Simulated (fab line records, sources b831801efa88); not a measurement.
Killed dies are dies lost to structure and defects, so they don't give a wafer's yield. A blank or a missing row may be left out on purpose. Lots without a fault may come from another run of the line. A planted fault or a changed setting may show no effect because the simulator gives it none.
fab line records | flow gf180mcu
record lots=24 wafers=72 last_day=34
route steps=602 shown M2@378 V2@386 V3@443
lots that met no fault: from a run of the same line without faults
start_h: hours from the record's first day to the start of the lot's first wafer shown | wait_h: hours since the lot's step before | " the same as in the row above | L1.1+2: a row that stands for several wafers | - no value, or no start given | * or withheld: withheld | < > ~ a bound
route shown NAME@n: a module of which the file shows steps, and the number in the route of the first | usual: mean/standard deviation of fault-free wafers | same: alike in all rows | chamber/n: place in a boat | sites: the reading at each site | _std_site: their standard deviation | _edge_site: outer sites' mean less inner sites' | radius_mm: how far each site lies from the wafer's centre | mask NAME#n: copy n | behind: the tool/chamber that last shaped the wafer | hold: why the lot was held/for how many hours/how that ended | device: the transistor (n, p or np) that didn't switch | end of line: the same wafers' tests at the end of the route | a step without rows: its recipe alone | killed: dies lost to structure and defects at the first sort, not the wafer's yield | map: a wafer's dies, x killed, . not, _ none there
set.NAME: the setting as run; set.NAME@STEP: as run at that earlier step | model.NAME: the simulator's own value behind a step, which no gauge read
steps of the route over a sample of lots; a table a step, a row a wafer
services: from which hour (start_h, from the record's first day; less than 0 if before it) a tool's chamber was out of use, for how many hours, and why
## steps
# step GF_M2_METAL_ETCH_16
# recipe chemistry=Cl2/BCl3 mask_material=KrF target_depth_nm=627.5 stop_on=SiO2 pressure_mtorr=8 icp_w=800 bias_w=140 Cl2_flow_sccm=80 bcl3_flow_sccm=40 time_s=104.6
# usual drypump_motor_current_A=5.9/0.35 oes_product_au=0.973/0.0066 throttle_valve_pct=28.250/0.011
# columns lot.wafer tool chamber start_h wait_h drypump_motor_current_A oes_product_au rf_hours_counter_h throttle_valve_pct
L074.1 rie_metal-01 1 441.25 0.0 6.2 0.973 5.0 28.263
L074.3 " 1 " " 6.2 0.970 - 28.261
L074.5 " 1 " " 6.2 0.973 - 28.246
L075.1 rie_metal-01 0 449.80 0.0 6.3 0.965 7.7 28.269
L075.2 " 1 " " 6.2 0.974 5.3 28.247
L075.4 " 1 " " 6.2 0.963 - 28.291
L076.2 rie_metal-02 0 454.15 0.0 5.4 0.971 9.5 28.242
L076.3 " 1 " " 6.2 0.971 - 28.255
L076.5 " 0 " " 5.4 0.965 - 28.268
L077.3 rie_metal-02 1 462.72 0.1 6.2 0.972 - 28.240
L077.4 " 0 " " 5.5 0.973 - 28.249
L077.6 " 1 " " 6.2 0.967 - 28.246
L078.1 rie_metal-04 1 475.90 0.0 5.6 0.968 0.9 28.249
L078.2 " 0 " " 5.6 0.960 3.5 28.259
L078.6 " 0 " " 5.6 0.965 - 28.250
L079.2 rie_metal-01 0 480.90 0.0 6.3 0.967 8.2 28.248
L079.5 " 0 " " 6.3 0.978 - 28.253
L079.6 " 1 " " 6.2 0.966 - 28.255
L080.2 rie_metal-02 0 489.43 0.0 5.4 0.978 10.3 28.252
L080.4 " 0 " " 5.4 0.973 - 28.253
L080.6 " 1 " " 6.2 0.977 - 28.237
L081.2 rie_metal-02 0 503.48 0.0 5.4 0.981 10.6 28.235
L081.4 " 1 " " 6.2 0.981 - 28.255
L081.5 " 1 " " 6.2 0.973 - 28.226
L082.3 rie_metal-04 1 511.97 0.1 5.6 0.965 - 28.249
L082.4 " 0 " " 5.6 0.974 - 28.258
L082.5 " 0 " " 5.5 0.983 - 28.243
L083.3 rie_metal-04 0 517.13 0.1 5.6 0.968 - 28.255
L083.4 " 1 " " 5.6 0.968 - 28.261
L083.5 " 0 " " 5.6 0.962 - 28.236
L084.4 rie_metal-01 0 533.47 0.0 6.3 0.967 - 28.243
L084.5 " 1 " " 6.2 0.967 - 28.269
L084.6 " 0 " " 6.3 0.976 - 28.238
L085.1 rie_metal-04 1 540.35 0.0 5.6 0.970 2.5 28.246
L085.5 " 0 " " 5.6 0.971 - 28.241
L085.6 " 1 " " 5.6 0.989 - 28.224
L086.1 rie_metal-01 0 547.93 0.0 6.3 0.985 9.6 28.251
L086.2 " 1 " " 6.2 0.971 7.2 28.262
L086.3 " 0 " " 6.3 0.980 - 28.256
L087.2 rie_metal-02 0 554.03 0.0 5.4 0.962 11.8 28.251
L087.3 " 1 " " 6.2 0.973 - 28.273
L087.6 " 0 " " 5.4 0.971 - 28.242
L088.2 rie_metal-04 1 564.08 0.0 5.6 0.970 3.2 28.261
L088.3 " 0 " " 5.6 0.976 - 28.247
L088.5 " 1 " " 5.6 0.962 - 28.254
L089.1 rie_metal-01 1 571.60 0.0 6.2 0.970 7.7 28.237
L089.3 " 0 " " 6.3 0.972 - 28.251
L089.6 " 0 " " 6.3 0.968 - 28.251
L090.1 rie_metal-01 1 575.73 0.0 6.2 0.976 7.9 28.261
L090.2 " 0 " " 6.3 0.979 10.3 28.225
L090.4 " 1 " " 6.2 0.986 - 28.229
L091.1 rie_metal-01 1 584.67 0.0 6.2 0.964 8.1 28.263
L091.2 " 0 " " 6.3 0.973 10.5 28.253
L091.4 " 0 " " 6.3 0.967 - 28.254
L092.2 rie_metal-04 0 592.78 0.0 5.6 0.964 6.6 28.269
L092.4 " 0 " " 5.6 0.968 - 28.242
L092.5 " 1 " " 5.6 0.972 - 28.266
L093.1 rie_metal-01 1 598.53 0.0 6.2 0.969 8.4 28.250
L093.4 " 0 " " 6.3 0.984 - 28.244
L093.5 " 1 " " 6.2 0.978 - 28.244
L094.1 rie_metal-02 1 611.28 0.0 6.2 0.964 10.0 28.250
L094.2 " 1 " " 6.2 0.978 - 28.253
L094.4 " 1 " " 6.2 0.975 - 28.249
L095.3 rie_metal-01 0 616.93 0.1 6.3 0.968 - 28.247
L095.4 " 1 " " 6.2 0.981 - 28.251
L095.5 " 0 " " 6.3 0.973 - 28.253
L096.2 rie_metal-02 0 629.23 0.0 5.4 0.974 0.4 28.238
L096.4 " 0 " " 5.4 0.977 - 28.257
L096.6 " 0 " " 5.5 0.974 - 28.236
L097.1 rie_metal-04 1 636.18 0.0 5.6 0.975 4.4 28.253
L097.3 " 0 " " 5.5 0.971 - 28.242
L097.4 " 1 " " 5.6 0.984 - 28.247
# step GF_V2_CMP_04
# recipe material=SiO2 down_force_psi=4 platen_rpm=60 pad_velocity_m_s=0.94248
# usual motor_current_A=13.0/1.2 slurry_filter_dp_kPa=13.51/0.14 time_to_endpoint_s=80/6.1
# columns lot.wafer tool chamber start_h wait_h motor_current_A slurry_filter_dp_kPa time_to_endpoint_s
L074.3 cmp-02 2 442.15 0.0 15.0 13.66 80
L074.1 " 3 " " 11.8 13.32 86
L074.5 " 2 " " 13.8 13.75 90
L075.4 cmp-02 1 450.70 0.0 14.3 13.62 85
L075.2 " 2 " " 13.0 13.29 83
L075.1 " 0 " " 12.3 13.36 80
L076.2 cmp-01 1 455.15 0.1 13.7 13.70 75
L076.3 " 2 " " 14.3 13.34 77
L076.5 " 0 " " 9.7 13.68 77
L077.4 cmp-02 0 463.65 0.0 12.5 13.53 76
L077.3 " 1 " " 14.2 13.43 74
L077.6 " 0 " " 12.3 13.46 79
L078.2 cmp-02 0 476.80 0.0 12.5 13.45 81
L078.1 " 3 " " 12.6 13.63 91
L078.6 " 1 " " 13.9 13.54 87
L079.2 cmp-02 2 481.80 0.0 14.1 13.36 82
L079.6 " 2 " " 14.0 13.33 86
L079.5 " 3 " " 11.8 13.18 85
L080.4 cmp-02 3 490.46 0.1 12.2 13.48 87
L080.2 " 1 " " 14.3 13.71 74
L080.6 " 3 " " 12.7 13.57 89
L081.2 cmp-02 2 504.74 0.0 13.8 13.72 86
L081.4 " 1 " " 14.5 13.52 80
L081.5 " 3 " " 12.3 13.48 82
L082.4 cmp-01 3 512.89 0.1 13.2 13.64 81
L082.3 " 0 " " 9.8 13.73 79
L082.5 " 3 " " 13.5 13.56 87
L083.3 cmp-01 0 518.13 0.1 9.8 13.45 82
L083.4 " 1 " " 12.9 13.52 83
L083.5 " 2 " " 13.6 13.47 81
L084.4 cmp-02 0 534.34 0.0 12.5 13.38 87
L084.5 " 0 " " 12.3 13.97 78
L084.6 " 1 " " 13.8 13.55 78
L085.1 cmp-01 0 541.40 0.1 9.7 13.59 80
L085.6 " 2 " " 14.1 13.64 78
L085.5 " 3 " " 13.9 13.49 88
L086.2 cmp-02 0 548.89 0.1 12.4 13.54 74
L086.1 " 1 " " 13.8 13.63 80
L086.3 " 2 " " 14.0 13.45 79
L087.2 cmp-02 1 554.99 0.1 14.0 13.84 70
L087.3 " 2 " " 14.2 13.40 86
L087.6 " 1 " " 14.4 13.59 79
L088.2 cmp-02 1 564.99 0.0 14.2 13.23 73
L088.3 " 2 " " 13.8 13.77 84
L088.5 " 2 " " 12.8 13.36 84
L089.3 cmp-01 3 572.55 0.1 12.9 13.48 79
L089.1 " 0 " " 9.7 13.54 77
L089.6 " 2 " " 13.8 13.45 82
L090.2 cmp-01 3 576.65 0.0 14.2 13.65 84
L090.4 " 1 " " 13.1 13.39 89
L090.1 " 2 " " 13.6 13.43 74
L091.2 cmp-02 0 585.61 0.0 12.7 13.61 64
L091.4 " 1 " " 13.8 13.49 71
L091.1 " 2 " " 13.0 13.76 76
L092.4 cmp-01 1 593.74 0.1 12.9 13.39 80
L092.2 " 2 " " 13.8 13.51 79
L092.5 " 0 " " 10.1 13.56 86
L093.1 cmp-01 1 599.47 0.1 13.1 13.64 64
L093.4 " 2 " " 13.6 13.41 74
L093.5 " 1 " " 13.5 13.50 71
L094.1 cmp-02 0 612.30 0.1 12.4 13.34 71
L094.2 " 1 " " 14.5 13.30 73
L094.4 " 3 " " 12.3 13.31 83
L095.4 cmp-02 3 617.80 0.0 12.2 13.37 87
L095.3 " 0 " " 12.0 13.71 74
L095.5 " 3 " " 11.9 13.58 92
L096.2 cmp-02 1 630.15 0.0 14.2 13.42 68
L096.4 " 2 " " 13.7 13.29 76
L096.6 " 2 " " 13.5 13.25 82
L097.4 cmp-02 2 637.12 0.0 14.0 13.44 84
L097.1 " 3 " " 11.9 13.32 82
L097.3 " 0 " " 13.0 13.65 79
# step GF_V2_RS_MEAS_24
# recipe thk_meas_gauge=four-point-probe reads=W_of_V2_CVD_23+TiN_of_V2_SPUTTER_22+Ti_of_V2_SPUTTER_21
# usual V2_W_RS=0.327/0.0055
# columns lot.wafer tool chamber start_h wait_h V2_W_RS[ohm/sq]
L074.1 film_metro-04 - 467.66 0.1 0.321
L074.3 " - " " 0.326
L074.5 " - " " 0.325
L075.1 film_metro-02 - 475.94 0.1 0.333
L075.2 " - " " 0.336
L075.4 " - " " 0.336
L076.2 film_metro-04 - 480.86 0.1 0.326
L076.3 " - " " 0.321
L076.5 " - " " 0.327
L077.3 film_metro-02 - 489.62 0.1 0.332
L077.4 " - " " 0.327
L077.6 " - " " 0.327
L078.1 film_metro-02 - 501.91 0.1 0.331
L078.2 " - " " 0.333
L078.6 " - " " 0.331
L079.2 film_metro-04 - 507.38 0.1 0.327
L079.5 " - " " 0.325
L079.6 " - " " 0.323
L080.2 film_metro-04 - 515.41 0.1 0.324
L080.4 " - " " 0.321
L080.6 " - " " 0.329
L081.2 film_metro-02 - 529.36 0.1 0.330
L081.4 " - " " 0.327
L081.5 " - " " 0.331
L082.3 film_metro-02 - 537.50 0.2 0.326
L082.4 " - " " 0.329
L082.5 " - " " 0.332
L083.3 film_metro-03 - 542.18 0.1 0.320
L083.4 " - " " 0.321
L083.5 " - " " 0.322
L084.4 film_metro-04 - 558.76 0.1 0.317
L084.5 " - " " 0.315
L084.6 " - " " 0.317
L085.1 film_metro-02 - 564.82 0.2 0.322
L085.5 " - " " 0.326
L085.6 " - " " 0.326
L086.1 film_metro-03 - 572.83 0.2 0.324
L086.2 " - " " 0.323
L086.3 " - " " 0.323
L087.2 film_metro-02 - 579.30 0.2 0.320
L087.3 " - " " 0.318
L087.6 " - " " 0.319
L088.2 film_metro-02 - 588.21 0.1 0.323
L088.3 " - " " 0.326
L088.5 " - " " 0.322
L089.1 film_metro-04 - 595.34 0.1 0.332
L089.3 " - " " 0.335
L089.6 " - " " 0.335
L090.1 film_metro-04 - 599.64 0.1 0.335
L090.2 " - " " 0.328
L090.4 " - " " 0.334
L091.1 film_metro-04 - 608.30 0.1 0.317
L091.2 " - " " 0.319
L091.4 " - " " 0.318
L092.2 film_metro-03 - 616.57 0.1 0.328
L092.4 " - " " 0.330
L092.5 " - " " 0.328
L093.1 film_metro-04 - 622.01 0.2 0.325
L093.4 " - " " 0.324
L093.5 " - " " 0.323
L094.1 film_metro-03 - 634.20 0.1 0.328
L094.2 " - " " 0.321
L094.4 " - " " 0.326
L095.3 film_metro-04 - 638.97 0.1 0.335
L095.4 " - " " 0.333
L095.5 " - " " 0.335
L096.2 film_metro-03 - 651.26 0.1 0.333
L096.4 " - " " 0.329
L096.6 " - " " 0.334
L097.1 film_metro-02 - 658.37 0.1 0.331
L097.3 " - " " 0.331
L097.4 " - " " 0.333
# step GF_V3_CD_MEAS_14
# recipe target_cd_nm=260
# usual cd_nm=259.5/1.2
# columns lot.wafer tool chamber start_h wait_h cd_nm
L074.1 cd_sem-01 - 517.94 0.1 258.9
L074.3 " - " " 256.8
L074.5 " - " " 256.8
L075.1 cd_sem-01 - 524.86 0.1 257.8
L075.2 " - " " 258.2
L075.4 " - " " 258.2
L076.2 cd_sem-02 - 530.14 0.1 258.2
L076.3 " - " " 260.2
L076.5 " - " " 259.2
L077.3 cd_sem-02 - 537.83 0.1 259.7
L077.4 " - " " 260.6
L077.6 " - " " 260.2
L078.1 cd_sem-02 - 549.46 0.1 259.9
L078.2 " - " " 261.0
L078.6 " - " " 259.5
L079.2 cd_sem-02 - 555.41 0.1 259.9
L079.5 " - " " 257.9
L079.6 " - " " 257.8
L080.2 cd_sem-02 - 562.59 0.1 259.3
L080.4 " - " " 260.0
L080.6 " - " " 260.5
L081.2 cd_sem-02 - 576.34 0.2 259.4
L081.4 " - " " 260.8
L081.5 " - " " 260.9
L082.3 cd_sem-02 - 582.48 0.1 259.4
L082.4 " - " " 258.6
L082.5 " - " " 258.3
L083.3 cd_sem-01 - 588.83 0.1 259.4
L083.4 " - " " 259.6
L083.5 " - " " 259.3
L084.4 cd_sem-02 - 605.08 0.1 261.2
L084.5 " - " " 261.7
L084.6 " - " " 261.1
L085.1 cd_sem-01 - 610.14 0.1 260.5
L085.5 " - " " 260.7
L085.6 " - " " 260.4
L086.1 cd_sem-01 - 617.52 0.1 260.1
L086.2 " - " " 259.8
L086.3 " - " " 258.9
L087.2 cd_sem-02 - 623.19 0.1 259.2
L087.3 " - " " 258.2
L087.6 " - " " 258.8
L088.2 cd_sem-02 - 631.77 0.1 260.3
L088.3 " - " " 260.5
L088.5 " - " " 260.6
L089.1 cd_sem-02 - 638.40 0.1 259.9
L089.3 " - " " 259.3
L089.6 " - " " 260.1
L090.1 cd_sem-01 - 643.04 0.1 259.1
L090.2 " - " " 257.7
L090.4 " - " " 257.7
L091.1 cd_sem-02 - 651.77 0.1 258.4
L091.2 " - " " 258.0
L091.4 " - " " 258.3
L092.2 cd_sem-01 - 658.07 0.1 260.9
L092.4 " - " " 263.1
L092.5 " - " " 260.9
L093.1 cd_sem-02 - 662.87 0.1 258.1
L093.4 " - " " 257.5
L093.5 " - " " 258.5
L094.1 cd_sem-02 - 675.60 0.1 259.6
L094.2 " - " " 260.2
L094.4 " - " " 259.7
L095.3 cd_sem-02 - 679.88 0.1 260.0
L095.4 " - " " 260.4
L095.5 " - " " 261.0
L096.2 cd_sem-02 - 690.82 0.1 258.1
L096.4 " - " " 258.5
L096.6 " - " " 258.5
L097.1 cd_sem-02 - 697.69 0.1 261.6
L097.3 " - " " 259.0
L097.4 " - " " 260.7
# step GF_V3_SPUTTER_21
# recipe material=Ti target_thk_nm=15 chamber_pressure_pa=5 power_w=2500 substrate_temp_c=200 time_s=80.02
# usual throttle_valve_pct=30.1/1.1
# columns lot.wafer tool chamber start_h wait_h throttle_valve_pct
L074.1 pvd_sputter-03 - 518.77 0.0 29.1
L074.3 " - " " 31.2
L074.5 " - " " 31.0
L075.1 pvd_sputter-03 - 525.67 0.0 31.3
L075.2 " - " " 29.4
L075.4 " - " " 28.9
L076.2 pvd_sputter-03 - 530.94 0.0 29.4
L076.3 " - " " 29.1
L076.5 " - " " 29.1
L077.3 pvd_sputter-02 - 538.65 0.0 29.3
L077.4 " - " " 29.6
L077.6 " - " " 30.0
L078.1 pvd_sputter-03 - 550.28 0.0 30.8
L078.2 " - " " 32.1
L078.6 " - " " 29.1
L079.2 pvd_sputter-03 - 556.25 0.0 31.1
L079.5 " - " " 30.9
L079.6 " - " " 29.1
L080.2 pvd_sputter-01 - 563.39 0.0 28.0
L080.4 " - " " 30.2
L080.6 " - " " 30.3
L081.2 pvd_sputter-02 - 577.17 0.0 29.5
L081.4 " - " " 30.6
L081.5 " - " " 31.3
L082.3 pvd_sputter-02 - 583.26 0.0 30.6
L082.4 " - " " 31.4
L082.5 " - " " 30.3
L083.3 pvd_sputter-01 - 589.62 0.0 28.1
L083.4 " - " " 30.3
L083.5 " - " " 30.7
L084.4 pvd_sputter-02 - 605.84 0.0 30.2
L084.5 " - " " 29.4
L084.6 " - " " 30.4
L085.1 pvd_sputter-02 - 610.99 0.0 31.5
L085.5 " - " " 29.3
L085.6 " - " " 30.3
L086.1 pvd_sputter-01 - 618.34 0.0 30.8
L086.2 " - " " 29.8
L086.3 " - " " 28.0
L087.2 pvd_sputter-02 - 623.99 0.0 30.4
L087.3 " - " " 29.9
L087.6 " - " " 30.5
L088.2 pvd_sputter-01 - 632.57 0.0 30.6
L088.3 " - " " 27.9
L088.5 " - " " 31.0
L089.1 pvd_sputter-01 - 639.22 0.0 30.2
L089.3 " - " " 28.1
L089.6 " - " " 28.1
L090.1 pvd_sputter-01 - 643.86 0.0 30.9
L090.2 " - " " 28.1
L090.4 " - " " 30.6
L091.1 pvd_sputter-02 - 652.93 0.0 30.1
L091.2 " - " " 29.9
L091.4 " - " " 29.6
L092.2 pvd_sputter-02 - 658.94 0.0 29.5
L092.4 " - " " 31.3
L092.5 " - " " 31.8
L093.1 pvd_sputter-02 - 663.73 0.0 31.3
L093.4 " - " " 29.1
L093.5 " - " " 30.2
L094.1 pvd_sputter-03 - 676.42 0.0 32.1
L094.2 " - " " 29.4
L094.4 " - " " 31.1
L095.3 pvd_sputter-03 - 680.69 0.0 31.8
L095.4 " - " " 29.2
L095.5 " - " " 29.0
L096.2 pvd_sputter-01 - 691.62 0.0 30.2
L096.4 " - " " 28.3
L096.6 " - " " 28.0
L097.1 pvd_sputter-03 - 698.55 0.0 29.2
L097.3 " - " " 29.0
L097.4 " - " " 32.1
# step GF_V3_CVD_23
# recipe material=W target_thk_nm=350 time_s=104.9 temp_c=400 pressure_torr=40
# usual heater_power_w=898/91
# columns lot.wafer tool chamber start_h wait_h heater_power_w since_wet_clean_h
L074.1 cvd_w-01 1 518.87 0.0 821 615
L074.3 " 0 " " 1053 -
L074.5 " 1 " " 837 -
L075.1 cvd_w-01 0 525.77 0.0 1009 622
L075.2 " 1 " " 869 622
L075.4 " 0 " " 999 -
L076.2 cvd_w-02 0 531.04 0.0 780 127
L076.3 " 0 " " 802 -
L076.5 " 1 " " 968 -
L077.3 cvd_w-02 1 538.82 0.1 924 -
L077.4 " 1 " " 965 -
L077.6 " 1 " " 944 -
L078.1 cvd_w-02 0 550.38 0.0 770 146
L078.2 " 1 " " 923 146
L078.6 " 1 " " 935 -
L079.2 cvd_w-02 0 556.35 0.0 786 152
L079.5 " 0 " " 787 -
L079.6 " 1 " " 905 -
L080.2 cvd_w-02 1 563.49 0.0 932 160
L080.4 " 0 " " 790 -
L080.6 " 1 " " 930 -
L081.2 cvd_w-02 0 577.31 0.1 796 -
L081.4 " 0 " " 787 -
L081.5 " 0 " " 765 -
L082.3 cvd_w-01 0 583.40 0.1 999 -
L082.4 " 1 " " 836 -
L082.5 " 1 " " 829 -
L083.3 cvd_w-02 0 589.75 0.1 771 -
L083.4 " 1 " " 944 -
L083.5 " 1 " " 933 -
L084.4 cvd_w-02 0 605.98 0.1 787 -
L084.5 " 1 " " 941 -
L084.6 " 0 " " 799 -
L085.1 cvd_w-01 1 611.09 0.0 850 707
L085.5 " 1 " " 834 -
L085.6 " 0 " " 1018 -
L086.1 cvd_w-01 1 618.44 0.0 830 714
L086.2 " 0 " " 1026 714
L086.3 " 0 " " 1046 -
L087.2 cvd_w-02 1 624.13 0.1 933 -
L087.3 " 1 " " 966 -
L087.6 " 1 " " 943 -
L088.2 cvd_w-02 1 632.67 0.0 934 229
L088.3 " 1 " " 950 -
L088.5 " 0 " " 794 -
L089.1 cvd_w-02 1 639.34 0.0 951 235
L089.3 " 0 " " 808 -
L089.6 " 1 " " 957 -
L090.1 cvd_w-01 0 643.96 0.0 1012 740
L090.2 " 0 " " 1039 -
L090.4 " 0 " " 1040 -
L091.1 cvd_w-02 1 653.03 0.0 946 249
L091.2 " 0 " " 787 249
L091.4 " 1 " " 954 -
L092.2 cvd_w-02 1 659.04 0.0 931 255
L092.4 " 0 " " 810 -
L092.5 " 0 " " 798 -
L093.1 cvd_w-02 1 663.83 0.0 949 260
L093.4 " 0 " " 794 -
L093.5 " 1 " " 951 -
L094.1 cvd_w-02 1 676.52 0.0 931 273
L094.2 " 0 " " 809 273
L094.4 " 0 " " 794 -
L095.3 cvd_w-01 0 680.83 0.1 1048 -
L095.4 " 1 " " 849 -
L095.5 " 1 " " 833 -
L096.2 cvd_w-01 0 691.72 0.0 1046 788
L096.4 " 0 " " 1041 -
L096.6 " 1 " " 825 -
L097.1 cvd_w-02 0 698.65 0.0 813 295
L097.3 " 1 " " 955 -
L097.4 " 0 " " 820 -
## services
# columns tool chamber start_h hours kind
cvd_w-01 0 417.64 6.3 repair
cmp-01 - 429.09 3.1 repair
cmp-01 - 430.60 2.1 repair
cvd_w-01 - 434.24 6.9 pm
cmp-01 - 448.92 4.9 pm
rie_metal-01 - 459.65 1.7 repair
cvd_w-02 0 480.37 4.1 repair
cmp-01 - 490.69 0.9 repair
cmp-02 - 497.30 5.1 pm
cvd_w-02 0 536.80 6.5 repair
pvd_sputter-03 - 539.28 3.2 repair
cmp-02 - 545.68 3.1 repair
pvd_sputter-02 - 557.02 1.4 repair
cvd_w-01 1 561.18 21.2 repair
cmp-01 - 564.18 5.1 pm
cvd_w-02 1 567.93 10.9 repair
cmp-02 - 573.54 4.0 pm
cmp-01 - 604.04 0.4 repair
rie_metal-01 1 612.01 3.9 repair
cmp-01 - 612.61 7.9 repair
cvd_w-02 0 616.79 8.8 repair
rie_metal-01 - 634.34 14.6 pm
cmp-02 - 648.36 4.4 pm
cmp-02 - 656.16 0.4 repair
## key
fault none
